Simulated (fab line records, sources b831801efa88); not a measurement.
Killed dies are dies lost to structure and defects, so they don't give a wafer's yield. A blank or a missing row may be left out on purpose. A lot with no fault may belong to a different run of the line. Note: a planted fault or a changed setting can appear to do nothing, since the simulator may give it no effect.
What tool caused it?	flow sky130	72 wafers from 24 lots sampled at 6 of the route's 708 steps

## WHAT THE GAUGES SHOWED, per wafer
SKY_SD_N_RS_MEAS_17: uses a four-point probe to measure. Usual: for SD_P_RS the level is 147.1 ohm/sq and the standard deviation is 0.36.
lot	measured	on	SD_P_RS (ohm/sq)	flag
L074	day 27 18:58	film metro-04	147.0 147.0 147.1	
L075	day 28 06:56	film metro-03	147.5 147.6 147.0	
L076	day 28 10:59	film metro-04	147.5 147.0 146.9	
L077	day 28 20:29	film metro-03	147.5 147.4 147.6	
L078	day 29 05:22	film metro-03	147.3 146.7 147.3	
L079	day 29 07:52	film metro-04	147.2 146.9 147.3	
L080	day 29 21:48	film metro-04	147.0 147.1 147.0	
L081	day 30 10:52	film metro-01	147.7 147.8 147.5	
L082	day 30 14:38	film metro-04	145.8 146.3 146.6	
L083	day 31 08:00	film metro-03	147.5 147.1 147.4	
L084	day 31 16:48	film metro-04	147.6 147.5 147.4	
L086	day 31 22:03	film metro-04	147.0 146.9 147.2	
L085	day 31 23:14	film metro-03	147.7 146.8 147.1	
L087	day 32 08:14	film metro-01	147.1 146.9 146.9	
L088	day 32 11:40	film metro-04	146.4 146.9 146.9	
L089	day 33 05:45	film metro-01	147.4 147.2 147.2	
L090	day 33 12:01	film metro-04	146.4 146.7 147.0	
L091	day 33 21:29	film metro-01	147.2 147.2 147.3	
L092	day 33 22:26	film metro-01	147.2 147.5 147.3	
L093	day 34 03:31	film metro-01	147.0 146.9 147.0	
L094	day 34 08:59	film metro-04	146.9 147.0 146.8	
L095	day 34 19:01	film metro-01	147.2 146.8 147.1	
L096	day 35 01:13	film metro-03	146.8 147.0 147.2	
L097	day 35 05:03	film metro-01	147.2 147.6 147.5	

SKY_LI_CONTACT_CD_MEAS_12 targets a cd of 170 nm. Usual: cd nm 170.0 nm, standard deviation 1.6.
lot	measured	on	cd nm (nm)	flag
L074	day 29 00:34	cd sem-01	170.1 170.8 171.5	
L075	day 29 11:59	cd sem-01	170.5 171.0 171.2	
L076	day 29 16:11	cd sem-01	171.7 172.0 171.0	
L077	day 30 01:16	cd sem-01	167.7 168.4 168.2	
L078	day 30 10:17	cd sem-02	169.9 170.0 171.0	
L079	day 30 11:59	cd sem-01	169.8 169.7 169.1	
L080	day 31 01:41	cd sem-02	173.0 170.9 171.4	
L081	day 31 14:37	cd sem-02	170.5 169.8 171.4	
L082	day 31 18:11	cd sem-02	167.4 169.2 167.8	
L083	day 32 11:27	cd sem-01	168.2 168.4 168.7	
L084	day 32 19:44	cd sem-01	170.2 169.7 169.6	
L086	day 33 01:23	cd sem-01	170.3 167.8 168.5	
L085	day 33 02:26	cd sem-01	170.0 170.0 170.2	
L087	day 33 11:46	cd sem-02	169.6 168.7 169.1	
L088	day 33 15:53	cd sem-02	168.0 170.2 169.0	
L089	day 34 08:11	cd sem-01	169.4 167.2 168.9	
L090	day 34 15:02	cd sem-01	168.9 168.4 168.8	
L091	day 35 00:02	cd sem-02	168.4 169.9 169.9	
L092	day 35 01:32	cd sem-01	171.2 171.5 169.2	
L093	day 35 07:07	cd sem-02	172.1 172.4 172.5	
L094	day 35 11:38	cd sem-01	171.7 172.6 173.2	
L095	day 35 21:46	cd sem-01	171.9 170.5 171.4	
L096	day 36 04:25	cd sem-01	168.9 168.8 168.0	
L097	day 36 08:05	cd sem-01	169.8 169.8 169.4	

SKY_LI_CONTACT_RS_MEAS_22: uses a four-point probe to measure. Usual: for LI_CONTACT_W_RS the level is 0.284 ohm/sq and the standard deviation is 0.0046.
lot	measured	on	LI_CONTACT_W_RS (ohm/sq)	flag
L074	day 29 01:24	film metro-03	0.282 0.281 0.289	
L075	day 29 12:50	film metro-04	0.291 0.282 0.280	
L076	day 29 17:02	film metro-01	0.281 0.288 0.287	
L077	day 30 02:06	film metro-04	0.281 0.288 0.283	
L078	day 30 11:08	film metro-04	0.288 0.293 0.293	
L079	day 30 12:49	film metro-01	0.284 0.290 0.289	
L080	day 31 02:38	film metro-04	0.282 0.278 0.289	
L081	day 31 15:28	film metro-01	0.279 0.287 0.286	
L082	day 31 19:02	film metro-04	0.277 0.291 0.280	
L083	day 32 12:17	film metro-01	0.278 0.286 0.276	
L084	day 32 20:35	film metro-03	0.285 0.285 0.275	
L086	day 33 02:17	film metro-03	0.287 0.282 0.280	
L085	day 33 03:17	film metro-03	0.281 0.289 0.290	
L087	day 33 12:38	film metro-03	0.280 0.288 0.280	
L088	day 33 16:43	film metro-04	0.281 0.283 0.283	
L089	day 34 09:03	film metro-01	0.290 0.289 0.279	
L090	day 34 15:53	film metro-01	0.287 0.288 0.287	
L091	day 35 00:52	film metro-01	0.278 0.278 0.290	
L092	day 35 02:24	film metro-03	0.284 0.289 0.287	
L093	day 35 07:58	film metro-03	0.279 0.291 0.282	
L094	day 35 12:29	film metro-01	0.277 0.285 0.277	
L095	day 35 22:36	film metro-01	0.285 0.285 0.290	
L096	day 36 05:15	film metro-01	0.282 0.282 0.284	
L097	day 36 08:57	film metro-01	0.277 0.277 0.278	

SKY_METAL1_CD_MEAS_15 targets a cd of 140 nm. Usual: cd nm 138.8 nm, standard deviation 1.7.
lot	measured	on	cd nm (nm)	flag
L074	day 32 15:28	cd sem-02	140.0 138.7 139.0	
L075	day 33 01:44	cd sem-02	138.7 139.2 139.1	
L076	day 33 06:10	cd sem-01	140.3 138.3 137.9	
L077	day 33 15:31	cd sem-01	138.3 138.4 138.3	
L078	day 33 23:56	cd sem-02	137.4 136.2 137.1	
L079	day 34 01:53	cd sem-01	137.8 136.6 135.9	
L080	day 34 13:53	cd sem-01	139.8 138.7 141.0	
L081	day 35 03:49	cd sem-02	139.8 139.9 139.2	
L082	day 35 07:32	cd sem-01	141.4 141.7 141.4	
L083	day 35 23:47	cd sem-02	140.4 140.8 140.7	
L084	day 36 08:26	cd sem-02	137.4 136.1 137.5	
L086	day 36 13:13	cd sem-02	137.9 138.5 138.2	
L085	day 36 15:17	cd sem-01	137.2 140.1 140.0	
L087	day 36 22:38	cd sem-01	137.8 138.3 139.0	
L088	day 37 02:35	cd sem-01	135.9 136.9 137.1	
L089	day 37 19:40	cd sem-02	141.3 140.7 139.9	
L090	day 38 00:53	cd sem-02	138.4 138.0 139.3	
L091	day 38 09:22	cd sem-01	135.6 135.9 134.7	
L092	day 38 12:32	cd sem-01	140.1 139.1 141.4	
L093	day 38 17:04	cd sem-01	138.1 138.7 137.4	
L094	day 38 21:11	cd sem-01	139.3 140.6 141.8	
L095	day 39 07:20	cd sem-01	140.8 141.2 141.1	
L096	day 39 13:34	cd sem-02	138.3 137.7 136.4	
L097	day 39 16:56	cd sem-01	139.5 138.3 138.3	

SKY_VIA4_OVL_MEAS_11. Usual: for VIA4_OVL the level is 0.3 nm and the standard deviation is 1.1.
lot	measured	on	VIA4_OVL (nm)	flag
L074	day 42 12:27	overlay-02	0.8 -0.6 0.1	
L075	day 43 02:59	overlay-01	-0.1 -1.0 -2.5	
L076	day 43 03:41	overlay-01	0.4 -1.1 -0.8	
L077	day 43 11:41	overlay-01	0.5 1.2 0.3	
L078	day 43 17:11	overlay-02	1.4 0.5 1.0	
L079	day 44 02:28	overlay-02	0.8 -0.8 1.7	
L080	day 44 09:23	overlay-02	-0.4 -0.3 -0.2	
L081	day 44 18:53	overlay-01	0.0 1.2 -0.1	
L082	day 44 20:30	overlay-02	0.3 1.9 0.0	
L083	day 45 11:49	overlay-02	-1.2 -0.3 0.2	
L084	day 45 21:35	overlay-02	0.7 -0.2 0.0	
L086	day 46 00:53	overlay-01	1.4 0.9 0.6	
L085	day 46 02:47	overlay-01	-1.3 0.3 -0.3	
L087	day 46 05:50	overlay-01	0.8 -1.1 -0.8	
L088	day 46 09:30	overlay-01	1.8 0.5 -0.2	
L089	day 47 00:41	overlay-01	-0.2 0.6 1.8	
L090	day 47 04:47	overlay-01	0.3 -3.3 1.1	
L091	day 47 08:48	overlay-02	0.6 -1.2 -0.4	
L092	day 47 11:32	overlay-02	2.1 2.2 1.6	
L093	day 47 18:21	overlay-02	-0.5 -0.6 -1.3	
L094	day 47 18:35	overlay-01	1.5 0.8 0.9	
L095	day 48 04:12	overlay-02	-0.5 0.5 0.7	
L096	day 48 05:59	overlay-01	1.5 0.5 0.8	
L097	day 48 12:29	overlay-02	-1.6 -1.3 -2.1	

## TOOL THAT RAN EACH LOT (tool first, then ch and the chambers of the sampled wafers, then the start)
lot	SKY_VIA2_STRIP_16
L074	plasma asher-03 ch 0, day 36 02:59
L075	plasma asher-04 ch 0,1, day 36 13:15
L076	plasma asher-01 ch 0,1, day 36 15:54
L077	plasma asher-03 ch 0,1, day 37 03:24
L078	plasma asher-01 ch 0,1, day 37 10:21
L079	plasma asher-03 ch 0,1, day 37 13:05
L080	plasma asher-03 ch 0,1, day 38 00:12
L081	plasma asher-03 ch 0,1, day 38 13:42
L082	plasma asher-04 ch 0,1, day 38 18:16
L083	plasma asher-03 ch 0,1, day 39 10:04
L084	plasma asher-01 ch 0,1, day 39 17:41
L086	plasma asher-01 ch 0,1, day 39 22:08
L085	plasma asher-01 ch 0,1, day 39 23:21
L087	plasma asher-01 ch 0,1, day 40 06:06
L088	plasma asher-04 ch 0,1, day 40 09:38
L089	plasma asher-04 ch 1, day 41 04:24
L090	plasma asher-01 ch 0, day 41 07:41
L091	plasma asher-01 ch 0,1, day 41 13:53
L092	plasma asher-04 ch 0,1, day 41 18:24
L093	plasma asher-01 ch 0,1, day 42 03:11
L094	plasma asher-01 ch 0,1, day 42 04:30
L095	plasma asher-01 ch 0, day 42 11:36
L096	plasma asher-01 ch 0,1, day 42 16:11
L097	plasma asher-03 ch 0,1, day 43 02:57
- SKY_VIA2_STRIP_16: strips in O2/N2.

## AS READ BY THE TOOLS THEMSELVES (means over the sampled wafers that have a number; for cases with no such wafer, the mark the record gives instead)
SKY_VIA2_STRIP_16. Usual: drypump motor current A 5.7 A, standard deviation 0.34; oes product au 0.399 a.u., standard deviation 0.0049; strip time to endpoint s 4.061 s, standard deviation 0.03.
lot	tool	drypump motor current A (A)	oes product au (a.u.)	strip time to endpoint s (s)	flag
L074	plasma asher-03	5.5	0.399	4.052	
L075	plasma asher-04	5.5	0.402	4.057	
L076	plasma asher-01	5.7	0.398	4.087	
L077	plasma asher-03	6.1	0.401	4.089	
L078	plasma asher-01	5.5	0.398	4.060	
L079	plasma asher-03	6.1	0.399	4.036	
L080	plasma asher-03	6.1	0.399	4.084	
L081	plasma asher-03	5.8	0.399	4.074	
L082	plasma asher-04	5.5	0.399	4.091	
L083	plasma asher-03	6.1	0.393	4.082	
L084	plasma asher-01	5.7	0.401	4.058	
L086	plasma asher-01	5.5	0.398	4.044	
L085	plasma asher-01	5.5	0.396	4.059	
L087	plasma asher-01	5.7	0.397	4.035	
L088	plasma asher-04	5.5	0.399	4.032	
L089	plasma asher-04	5.5	0.403	4.036	
L090	plasma asher-01	5.9	0.400	4.075	
L091	plasma asher-01	5.6	0.395	4.073	
L092	plasma asher-04	5.5	0.404	4.056	
L093	plasma asher-01	5.7	0.403	4.110	
L094	plasma asher-01	5.7	0.403	4.069	
L095	plasma asher-01	5.9	0.400	4.051	
L096	plasma asher-01	5.7	0.398	4.054	
L097	plasma asher-03	6.1	0.399	4.072	

## THE ANSWER, worked out from the rows above alone
Rule: lot off if the mean of its wafers having a number is beyond 3 standard deviations from the usual mean. Also off: a lot with no number at a reading for which 4 or more lots have one. Any other lot the step has rows for is counted as sound. The gauges are gone through in route order, then the tools' own readings, and for those a lot's mean is taken as printed above. At the first step where some lot is off, the reading lying furthest off is the one used; lots without a number count as furthest.
None of the lots is off at any reading shown; this tells nothing.

## WHAT THE SIMULATOR HAD INSERTED
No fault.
